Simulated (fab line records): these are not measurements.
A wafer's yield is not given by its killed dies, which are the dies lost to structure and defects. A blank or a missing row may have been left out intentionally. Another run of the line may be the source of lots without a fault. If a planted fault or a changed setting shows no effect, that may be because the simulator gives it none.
fab line records	flow gf180mcu
record: lots: 6	wafers: 18	last_day: 35
route steps=602 shown HV_LDD@234 NSD@235 PSD@248
lots untouched by any fault: they come from a run of this same line in which no faults occurred
start_h: start of the lot's first displayed wafer, in hours after the record's first day	wait_h: hours from the lot's prior step to this one	" same as the row above	L1.1+2: a row that stands for several wafers	- no value present, or no start provided	* or withheld: withheld	< > ~ a bound
route shown NAME@n: names a module that has steps shown in the file, with the first one's number in the route	usual: mean/standard deviation taken from wafers without a fault	same: alike in all rows	chamber/n: place in a boat	sites: readings site by site	_std_site: how widely they spread, as a standard deviation	_edge_site: inner sites' mean taken away from outer sites' mean	radius_mm: how far each site lies from the wafer's centre	mask NAME#n: copy n	behind: the last tool/chamber to shape the wafer	hold: why the lot went on hold/how many hours it stayed there/how the hold came to an end	device: whichever transistor did not switch (one of n, p or np)	end of line: at the end of the route, the tests of the same wafers	where a step has no rows: the recipe by itself	killed: dies that structure and defects cost at the first sort, which is not the same as the wafer's yield	map: a wafer's dies, marking killed ones x, the rest . and places with no die _
set.NAME: the run value of the setting; set.NAME@STEP: its run value at that earlier step	model.NAME: the simulator's own value behind a step, which no gauge read
lots at some steps of the route; a table a step, a row a wafer
services: the hour from which a tool's chamber was out of use, counted from the record's first day as start_h (under 0 if before that day), plus the number of hours and why
== steps ==
step: GF_HV_LDD_ETCHBACK_58
recipe: chemistry: CH3F/O2	target: Si3N4	stop_on: SiO2	source_w: 400	bias_w: 80	pressure_mtorr: 25	ch3f_flow_sccm: 40	O2_flow_sccm: 30	time_s: 100	target_depth_a: 900
usual: drypump_motor_current_A: 5.8/0.48	oes_product_au: 0.843/0.0067	throttle_valve_pct: 10.560/0.0084
lot.wafer	tool	chamber	start_h	wait_h	drypump_motor_current_A	oes_product_au	rf_hours_counter_h	throttle_valve_pct
L782.2	rie_diel-03	2	315.23	0.0	5.2	0.848	4	10.553
L782.3	"	0	"	"	5.9	0.844	3	10.567
L782.4	"	3	"	"	6.7	0.834	2	10.557
L792.2	rie_diel-02	2	384.13	0.0	5.8	0.842	82	10.560
L792.4	"	0	"	"	6.2	0.836	12	10.547
L792.6	"	3	"	"	5.5	0.833	-	10.555
L796.4	rie_diel-03	2	417.24	0.1	5.2	0.841	-	10.552
L796.5	"	0	"	"	5.8	0.835	-	10.565
L796.6	"	3	"	"	6.7	0.844	-	10.560
L797.3	rie_diel-01	3	418.64	0.0	6.1	0.847	42	10.574
L797.4	"	1	"	"	6.4	0.839	96	10.557
L797.5	"	3	"	"	6.1	0.846	-	10.555
L801.1	rie_diel-03	1	461.46	0.1	5.7	0.844	64	10.569
L801.2	"	2	"	"	5.2	0.850	8	10.558
L801.4	"	1	"	"	5.8	0.858	-	10.566
L803.1	rie_diel-03	1	475.46	0.1	5.8	0.854	64	10.560
L803.4	"	3	"	"	6.7	0.848	5	10.551
L803.5	"	3	"	"	6.7	0.846	-	10.558
step: GF_NSD_DEHYDRATE_00
recipe: temp_c: 200	time_s: 60
step: GF_NSD_HMDS_01
recipe: prime_time_s: 60	prime_temp_c: 120
step: GF_NSD_COAT_02
recipe: resist: NOVOLAK	spin_rpm: 3000	resist_thk_nm: 1000
step: GF_NSD_SOFTBAKE_03
recipe: temp_c: 90	time_s: 60	resist: NOVOLAK
step: GF_NSD_EXPOSE_04
recipe: mask_id: Nplus	target_cd_nm: 400	na: 0.6	source_shape: conventional	sigma_outer: 0.6	dose_mj: 140
step: GF_NSD_PEB_05
recipe: temp_c: withheld	time_s: *	resist: NOVOLAK
step: GF_NSD_DEVELOP_06
recipe: develop_time_s: 60	dev_temp_c: 23
step: GF_NSD_CD_MEAS_07
recipe: target_cd_nm: 400
usual: cd_nm: 400.3/2.7
lot.wafer	tool	chamber	start_h	wait_h	cd_nm
L782.2	cd_sem-01	-	336.51	0.1	399.8
L782.3	"	-	"	"	402.4
L782.4	"	-	"	"	401.7
L792.2	cd_sem-01	-	407.94	0.2	394.3
L792.4	"	-	"	"	396.9
L792.6	"	-	"	"	400.0
L796.4	cd_sem-02	-	441.77	0.2	403.1
L796.5	"	-	"	"	401.0
L796.6	"	-	"	"	400.2
L797.3	cd_sem-01	-	442.93	0.1	400.7
L797.4	"	-	"	"	402.3
L797.5	"	-	"	"	400.7
L801.1	cd_sem-02	-	485.54	0.1	404.0
L801.2	"	-	"	"	403.3
L801.4	"	-	"	"	403.6
L803.1	cd_sem-02	-	499.11	0.1	396.9
L803.4	"	-	"	"	396.3
L803.5	"	-	"	"	398.7
step: GF_NSD_OVL_MEAS_08
usual: NSD_OVL: 0.5/1.7
lot.wafer	tool	chamber	start_h	wait_h	NSD_OVL[nm]
L782.2	overlay-01	-	336.61	0.1	-1.2
L782.3	"	-	"	"	-1.4
L782.4	"	-	"	"	0.1
L792.2	overlay-01	-	408.04	0.1	-1.9
L792.4	"	-	"	"	-0.9
L792.6	"	-	"	"	-1.1
L796.4	overlay-01	-	441.84	0.1	1.5
L796.5	"	-	"	"	1.6
L796.6	"	-	"	"	2.6
L797.3	overlay-01	-	443.02	0.1	-0.5
L797.4	"	-	"	"	-0.2
L797.5	"	-	"	"	-0.9
L801.1	overlay-02	-	485.66	0.1	0.5
L801.2	"	-	"	"	-2.9
L801.4	"	-	"	"	-0.1
L803.1	overlay-01	-	499.23	0.1	-1.5
L803.4	"	-	"	"	-1.8
L803.5	"	-	"	"	-0.1
step: GF_NSD_IMPLANT_09
recipe: species: As	energy_kev: 60	dose_cm2: 4e+15	tilt_deg: 7
step: GF_NSD_IMPLANT_10
recipe: species: P	energy_kev: 40	dose_cm2: 5e+14	tilt_deg: 7
step: GF_NSD_STRIP_11
recipe: chemistry: O2/N2	power_w: 1400	pressure_mtorr: 1500	platen_temp_c: 250	o2_flow_sccm: 3000	n2_flow_sccm: 300	overash_fraction: 0.5
usual: chamber_pressure_mTorr: 1499.9/1.4	drypump_motor_current_A: 5.6/0.4	heater_power_w: 335/34	n2_flow_sccm: 300.1/0.87	oes_product_au: 0.487/0.0045	strip_time_to_endpoint_s: 22.98/0.051
lot.wafer	tool	chamber	start_h	wait_h	chamber_pressure_mTorr	drypump_motor_current_A	heater_power_w	n2_flow_sccm	oes_product_au	rf_hours_counter_h	strip_time_to_endpoint_s	model.NOVOLAK_of_NSD_COAT_02.thk_nm
L782.2	plasma_asher-02	0	336.94	0.1	1498.3	5.6	320	300.1	0.489	21	22.94	0
L782.3	"	0	"	"	1501.3	5.6	325	300.5	0.489	-	22.96	0
L782.4	"	1	"	"	1499.5	5.9	327	300.5	0.488	-	22.94	0
L792.2	plasma_asher-02	0	408.37	0.1	1499.6	5.6	320	300.2	0.488	27	23.07	0
L792.4	"	0	"	"	1501.5	5.6	319	301.3	0.496	-	23.06	0
L792.6	"	0	"	"	1498.6	5.6	324	301.7	0.492	-	23.01	0
L796.4	plasma_asher-02	1	442.20	0.1	-	-	-	-	-	-	-	1006
L796.5	"	0	"	"	-	-	-	-	-	-	-	1004
L796.6	"	1	"	"	-	-	-	-	-	-	-	1003
L797.3	plasma_asher-03	1	443.38	0.1	-	-	-	-	-	-	-	998.6
L797.4	"	0	"	"	-	-	-	-	-	-	-	997.8
L797.5	"	0	"	"	-	-	-	-	-	-	-	997.2
L801.1	plasma_asher-01	1	485.99	0.1	1500.5	5.7	356	301.7	0.482	5	22.88	0
L801.2	"	0	"	"	1499.4	5.9	314	300.4	0.483	5	22.90	0
L801.4	"	1	"	"	1500.6	5.7	354	302.2	0.492	-	22.87	0
L803.1	plasma_asher-02	1	499.56	0.1	1499.6	5.9	331	300.7	0.485	38	22.97	0
L803.4	"	1	"	"	1501.4	5.9	328	300.4	0.488	-	22.94	0
L803.5	"	0	"	"	1502.4	5.6	325	299.8	0.493	-	23.01	0
step: GF_NSD_TW_MEAS_12
usual: NSD_TW: 4231/44
lot.wafer	tool	chamber	start_h	wait_h	NSD_TW
L782.2	film_metro-02	-	337.05	0.1	4196
L782.3	"	-	"	"	4230
L782.4	"	-	"	"	4198
L792.2	film_metro-02	-	408.48	0.1	4220
L792.4	"	-	"	"	4225
L792.6	"	-	"	"	4227
L796.4	film_metro-04	-	442.29	0.1	4314
L796.5	"	-	"	"	4339
L796.6	"	-	"	"	4313
L797.3	film_metro-02	-	443.46	0.1	4251
L797.4	"	-	"	"	4244
L797.5	"	-	"	"	4230
L801.1	film_metro-03	-	486.09	0.1	4183
L801.2	"	-	"	"	4189
L801.4	"	-	"	"	4171
L803.1	film_metro-02	-	499.66	0.1	4245
L803.4	"	-	"	"	4222
L803.5	"	-	"	"	4224
step: GF_PSD_DEHYDRATE_00
recipe: temp_c: 200	time_s: 60
step: GF_PSD_HMDS_01
recipe: prime_time_s: 60	prime_temp_c: 120
step: GF_PSD_COAT_02
recipe: resist: NOVOLAK	spin_rpm: 3000	resist_thk_nm: 1000
step: GF_PSD_SOFTBAKE_03
recipe: temp_c: 90	time_s: 60	resist: NOVOLAK
step: GF_PSD_EXPOSE_04
recipe: mask_id: Pplus	target_cd_nm: 400	na: 0.6	source_shape: conventional	sigma_outer: 0.6	dose_mj: 140
step: GF_PSD_PEB_05
recipe: temp_c: withheld	time_s: *	resist: NOVOLAK
step: GF_PSD_DEVELOP_06
recipe: develop_time_s: 60	dev_temp_c: 23
step: GF_PSD_CD_MEAS_07
recipe: target_cd_nm: 400
usual: cd_nm: 400.3/2.4
lot.wafer	tool	chamber	start_h	wait_h	cd_nm
L782.2	cd_sem-01	-	359.13	0.1	402.5
L782.3	"	-	"	"	401.8
L782.4	"	-	"	"	400.0
L792.2	cd_sem-01	-	432.13	0.1	400.0
L792.4	"	-	"	"	398.7
L792.6	"	-	"	"	402.9
L796.4	cd_sem-02	-	466.77	0.1	401.2
L796.5	"	-	"	"	399.9
L796.6	"	-	"	"	400.9
L797.3	cd_sem-02	-	467.94	0.1	403.8
L797.4	"	-	"	"	401.2
L797.5	"	-	"	"	402.3
L801.1	cd_sem-01	-	510.31	0.1	400.3
L801.2	"	-	"	"	400.8
L801.4	"	-	"	"	400.5
L803.1	cd_sem-01	-	522.20	0.1	403.1
L803.4	"	-	"	"	401.0
L803.5	"	-	"	"	400.9
step: GF_PSD_OVL_MEAS_08
usual: PSD_OVL: -0.7/1.4
lot.wafer	tool	chamber	start_h	wait_h	PSD_OVL[nm]
L782.2	overlay-02	-	359.24	0.1	-0.2
L782.3	"	-	"	"	2.9
L782.4	"	-	"	"	1.7
L792.2	overlay-01	-	432.23	0.1	-3.0
L792.4	"	-	"	"	0.1
L792.6	"	-	"	"	-3.4
L796.4	overlay-02	-	466.85	0.1	-4.2
L796.5	"	-	"	"	-4.7
L796.6	"	-	"	"	-3.0
L797.3	overlay-01	-	468.04	0.1	0.3
L797.4	"	-	"	"	-1.1
L797.5	"	-	"	"	0.2
L801.1	overlay-01	-	510.43	0.1	-0.3
L801.2	"	-	"	"	-1.0
L801.4	"	-	"	"	0.7
L803.1	overlay-01	-	522.32	0.1	-0.6
L803.4	"	-	"	"	-1.8
L803.5	"	-	"	"	1.2
step: GF_PSD_IMPLANT_09
recipe: species: BF2	energy_kev: 40	dose_cm2: 1.5e+15	tilt_deg: 7
step: GF_PSD_STRIP_10
recipe: chemistry: O2/N2	power_w: 1400	pressure_mtorr: 1500	platen_temp_c: 250	o2_flow_sccm: 3000	n2_flow_sccm: 300	overash_fraction: 0.5
usual: chamber_pressure_mTorr: 1500.0/1.2	drypump_motor_current_A: 5.5/0.45	heater_power_w: 354/41	n2_flow_sccm: 300.1/0.93	oes_product_au: 0.592/0.0044	strip_time_to_endpoint_s: 16.53/0.042
lot.wafer	tool	chamber	start_h	wait_h	chamber_pressure_mTorr	drypump_motor_current_A	heater_power_w	n2_flow_sccm	oes_product_au	rf_hours_counter_h	strip_time_to_endpoint_s
L782.2	plasma_asher-04	0	359.42	0.1	1500.5	5.1	360	301.6	0.586	55	16.48
L782.3	"	1	"	"	1499.2	5.6	383	301.4	0.590	-	16.49
L782.4	"	0	"	"	1499.0	5.1	348	298.7	0.594	-	16.51
L792.2	plasma_asher-03	0	432.41	0.1	1498.8	6.0	402	299.9	0.600	82	16.55
L792.4	"	1	"	"	1500.7	4.9	293	299.6	0.597	-	16.50
L792.6	"	1	"	"	1499.8	4.8	290	300.9	0.593	-	16.55
L796.4	plasma_asher-03	1	467.05	0.1	1501.1	4.8	300	300.3	0.658	-	31.62
L796.5	"	1	"	"	1500.0	4.9	294	299.9	0.660	-	31.61
L796.6	"	0	"	"	1500.0	5.9	407	301.2	0.656	-	31.57
L797.3	plasma_asher-01	0	468.24	0.1	1500.3	5.9	318	301.9	0.658	-	31.50
L797.4	"	1	"	"	1499.7	5.7	360	300.6	0.655	-	31.47
L797.5	"	1	"	"	1501.1	5.8	357	298.8	0.649	-	31.54
L801.1	plasma_asher-04	1	510.61	0.1	1498.6	5.6	384	297.9	0.598	70	16.46
L801.2	"	0	"	"	1501.1	5.1	355	300.5	0.594	70	16.47
L801.4	"	0	"	"	1497.8	5.1	356	299.5	0.594	-	16.50
L803.1	plasma_asher-03	1	522.51	0.1	1502.4	4.9	298	298.2	0.595	92	16.48
L803.4	"	1	"	"	1498.5	4.8	298	299.7	0.585	-	16.49
L803.5	"	1	"	"	1499.2	4.9	297	298.7	0.591	-	16.49
step: GF_PSD_TW_MEAS_11
usual: PSD_TW: 3167/26
lot.wafer	tool	chamber	start_h	wait_h	PSD_TW
L782.2	film_metro-02	-	359.53	0.1	3166
L782.3	"	-	"	"	3151
L782.4	"	-	"	"	3176
L792.2	film_metro-03	-	432.52	0.1	3138
L792.4	"	-	"	"	3148
L792.6	"	-	"	"	3127
L796.4	film_metro-02	-	467.15	0.1	30
L796.5	"	-	"	"	30
L796.6	"	-	"	"	30
L797.3	film_metro-04	-	468.33	0.1	30
L797.4	"	-	"	"	30
L797.5	"	-	"	"	30
L801.1	film_metro-03	-	510.71	0.1	3146
L801.2	"	-	"	"	3131
L801.4	"	-	"	"	3159
L803.1	film_metro-02	-	522.61	0.1	3194
L803.4	"	-	"	"	3173
L803.5	"	-	"	"	3162
step: GF_PSD_CLEAN_12
recipe: chemistry: SC1/SC2	mix: 1:4:20	temp_c: 70	time_s: 150	dry: n2_spin
== services ==
tool	chamber	start_h	hours	kind
rie_diel-01	1	302.12	1.8	repair
rie_diel-03	-	318.11	14.6	pm
rie_diel-02	3	325.48	8.5	repair
rie_diel-03	3	342.43	23.6	repair
plasma_asher-02	-	346.42	10.3	pm
rie_diel-01	3	352.54	8.7	repair
rie_diel-02	-	406.19	14.6	pm
rie_diel-03	1	410.56	14.7	repair
plasma_asher-01	-	414.76	14.6	pm
plasma_asher-01	-	429.36	9.0	pm
plasma_asher-01	0	429.36	9.0	vent_cycle
plasma_asher-01	1	429.36	9.0	vent_cycle
rie_diel-03	-	431.50	0.3	repair
plasma_asher-01	-	433.02	1.7	repair
rie_diel-02	1	433.06	27.5	repair
rie_diel-02	0	438.31	18.3	repair
rie_diel-02	2	449.50	3.2	repair
rie_diel-03	3	459.00	14.7	repair
plasma_asher-03	-	476.98	0.5	repair
rie_diel-03	-	484.74	0.4	repair
rie_diel-01	1	485.55	1.7	repair
rie_diel-01	0	490.06	13.3	repair
plasma_asher-02	-	503.16	0.6	repair
rie_diel-02	-	507.44	0.5	repair
== key ==
first_sign: step: GF_NSD_STRIP_11	reading: tool_record	direction: missing
effect: step: GF_PSD_STRIP_10	reading: strip_time_to_endpoint_s	direction: up	sigmas: 99+	usual: *	struck: *
effect: step: GF_PSD_TW_MEAS_11	reading: PSD_TW	direction: down	sigmas: 99+	usual: 3167	struck: 30
model_effect: step: GF_NSD_STRIP_11	value: NOVOLAK_of_NSD_COAT_02.thk_nm	without: 0	struck: 1001
met_at GF_NSD_STRIP_11
struck_wafers L796.4,L796.5,L796.6,L797.3,L797.4,L797.5
sort_left_out L796.4,L796.5,L796.6,L797.3,L797.4,L797.5
tester_left_out L796,L797
onset_between 408.37 442.20
fault: kind: skipped_step_whole	tool: plasma_asher-02,plasma_asher-03	chamber: -	onset_h: 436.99	steps: GF_NSD_STRIP_11	scope: struck_lots_only
tester_left_out: of these lots the tester's yield and bins aren't shown, on N5 and GAA mostly nor the transistor test; their killed dies are dies lost to structure and defects alone, not to doping, threshold or leakage, so they don't give the yield
sort_left_out: the simulated sort isn't trusted on such a fault, so these wafers' sort isn't shown, and their yield isn't known
